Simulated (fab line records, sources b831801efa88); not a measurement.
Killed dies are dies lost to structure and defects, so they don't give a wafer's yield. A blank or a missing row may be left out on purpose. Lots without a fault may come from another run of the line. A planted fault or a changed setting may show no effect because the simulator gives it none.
A struck lot beside a sound one | flow sky130 | 34 steps out of a route of 708
Sound: wafers L884.2, L884.4, L884.6. Struck: wafers L872.1, L872.2, L872.3. The cause comes at the end.
At each step with rows: each side's tool, then ch and its chambers, then its first start. Under that, the readings that differ: sound wafers | struck wafers | difference of the means | sigmas: that difference in standard deviations of wafers without a fault.
alike: readings whose means differ by less than 2 such deviations, and words and numbers that are the same on both sides. not compared: withheld readings, readings that some wafer has no value for, bounds like >300 that may hide the same value, and numbers for which the record gives no deviation and whose values overlap.
The two part at a step that has a row with sigmas, a row that says differs or no value, or rows on one side only. Numbers that don't overlap but have no deviation are shown without sigmas and don't part them. A reading that every wafer of one side lacks parts them only if that side has two wafers or more.

first, 7 steps without rows for these wafers: SKY_SONOS_TUNNEL_DEVELOP_06 (develop time 60 s); SKY_SONOS_TUNNEL_IMPLANT_09; SKY_SONOS_TUNNEL_WET_ETCH_10 (etches SiO2 in dHF, target depth 14 nm, time 280 s); SKY_SONOS_TUNNEL_STRIP_11 (strips in SPM, time 600 s); SKY_SONOS_TUNNEL_CLEAN_13 (cleans in dHF, time 20 s); SKY_SONOS_ONO_OXIDATION_00 (stabilise 600 s, purge 300 s, target thk 2.6 nm); SKY_SONOS_ONO_CVD_02 (deposits Si3N4 from DCS/NH3, target thk 10.5 nm, time 180 s).
SKY_SONOS_ONO_CVD_04: deposits SiO2 from SiH4/N2O, target thk 5.7199 nm.
  sound on lpcvd-03 ch 0, day 16 07:17; struck on lpcvd-03 ch 1, day 12 11:40
  reading                                    | sound            | struck            | difference | sigmas
  spike_tc_bottom_C (C)                      | 920 920 920      | 913 914 912       | -7         | -2
  model.SiO2_of_SONOS_ONO_CVD_04.thk_nm (nm) | 5.46 5.549 5.507 | 3.431 3.594 3.482 | -2.003     |
SKY_SONOS_ONO_THK_MEAS_05:
  sound on film_metro-02, day 16 08:34; struck on film_metro-03, day 12 12:55
  reading                   | sound          | struck         | difference | sigmas
  SONOS_ONO_CVD_04_THK (nm) | 5.45 5.59 5.56 | 3.43 3.60 3.49 | -2.03      | -16
then, 23 steps without rows for these wafers: SKY_SONOS_ONO_DEHYDRATE_06 (time 60 s); SKY_SONOS_ONO_HMDS_07 (prime time 60 s); SKY_SONOS_ONO_COAT_08 (resist thk 1140 nm); SKY_SONOS_ONO_SOFTBAKE_09 (time 60 s); SKY_SONOS_ONO_EXPOSE_10 (exposes mask ONOM, target cd 410 nm); SKY_SONOS_ONO_PEB_11; SKY_SONOS_ONO_DEVELOP_12 (develop time 60 s); SKY_SONOS_ONO_ETCH_15 (etches the open film in CHF3/O2, target depth 19.52 nm, time 7.8 s); SKY_SONOS_ONO_WET_ETCH_16 (etches SiO2 in dHF, target depth 14 nm, time 280 s); SKY_SONOS_ONO_STRIP_17 (strips in O2/N2); SKY_SONOS_ONO_WET_ETCH_18 (etches Si3N4 in H3PO4, target depth 15 nm, time 172 s); SKY_GATE_OXIDE_CLEAN_00 (cleans in SC1/SC2, time 150 s); SKY_GATE_OXIDE_OXIDATION_01 (stabilise 600 s, purge 300 s, target thk 10.268 nm); SKY_GATE_OXIDE_DEHYDRATE_03 (time 60 s); SKY_GATE_OXIDE_HMDS_04 (prime time 60 s); SKY_GATE_OXIDE_COAT_05 (resist thk 1140 nm); SKY_GATE_OXIDE_SOFTBAKE_06 (time 60 s); SKY_GATE_OXIDE_EXPOSE_07 (exposes mask LVOM, target cd 600 nm); SKY_GATE_OXIDE_PEB_08; SKY_GATE_OXIDE_DEVELOP_09 (develop time 60 s); SKY_GATE_OXIDE_IMPLANT_11; SKY_GATE_OXIDE_WET_ETCH_12 (etches SiO2 in dHF, target depth 16.8 nm, time 336 s); SKY_GATE_OXIDE_STRIP_13 (strips in O2/N2).
-- the record jumps here: 13 days lie between the struck wafers' starts before and after (it left off in module GATE_OXIDE and takes up again in module POLY_CUT, whose first step shown is number 317 of the route) --
SKY_POLY_CUT_ETCH_10: etches BARC in N2/H2, stops on SiO2, time 46.85 s, target depth 60 nm.
  sound on rie_diel-02 ch 0,2,3, day 29 06:05; struck on rie_diel-02 ch 1,2,3, day 25 05:26
  reading                                    | sound             | struck            | difference | sigmas
  model.SiO2_of_SONOS_ONO_CVD_04.thk_nm (nm) | 3.902 3.994 3.949 | 1.883 2.042 1.929 | -1.997     |
  alike: drypump_motor_current_A, h2_flow_sccm, oes_product_au, throttle_valve_pct
  not compared: rf_hours_counter_h
-- the record jumps here: 21 days lie between the struck wafers' starts before and after (it left off in module POLY_CUT and takes up again in module PAD_OPEN, whose first step shown is number 708 of the route) --
SKY_PAD_OPEN_PROBE_99:
  sound on prober-02, day 49 06:05; struck on prober-02, day 46 10:44
  reading                                 | sound                | struck               | difference | sigmas
  model.etest.sonos_uncharged.r_on_ohm_um | 789.6 799.1 791.6    | 746.1 731.6 742.5    | -53.4      |
  model.etest.cap_ono.gate_log10_a_cm2    | -7.548 -7.626 -7.675 | -5.02 -5.195 -5.068  | +2.52      |
  model.etest.cap_ono.gate_bv_v (V)       | 16.04 16.38 16.21    | 14.04 14.28 14.3     | -2.00      |
  model.etest.cap_ono.tox_acc_nm (nm)     | 12.65 12.63 12.67    | 10.55 10.77 10.64    | -2.00      |
  model.etest.sonos_erased.vt_v (V)       | -2.373 -2.409 -2.324 | -1.898 -2.222 -1.991 | +0.332     |
  model.etest.sonos_programmed.vt_v (V)   | 1.622 1.558 1.588    | 1.832 1.901 1.862    | +0.276     |
  model.etest.sonos_baked.vt_v (V)        | 1.076 1.014 1.073    | 1.209 1.25 1.247     | +0.181     |
  alike: killed_at_M0_to_M3, killed_at_M4_up, killed_at_contacts, killed_at_front_end, killed_at_other, killed_dies, killed_open, killed_short
  not compared: model.etest.sonos_erased.drive_ua_um

WHERE THEY PART
First at SKY_SONOS_ONO_CVD_04; last, within this record, at SKY_SONOS_ONO_THK_MEAS_05. Later steps at which nothing parts them and some readings are alike: SKY_POLY_CUT_ETCH_10, SKY_PAD_OPEN_PROBE_99.

WHY: what the simulator had put in
Process parameter drift: lpcvd-03, from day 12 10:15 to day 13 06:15, at SKY_SONOS_ONO_CVD_04. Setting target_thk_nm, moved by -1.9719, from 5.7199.
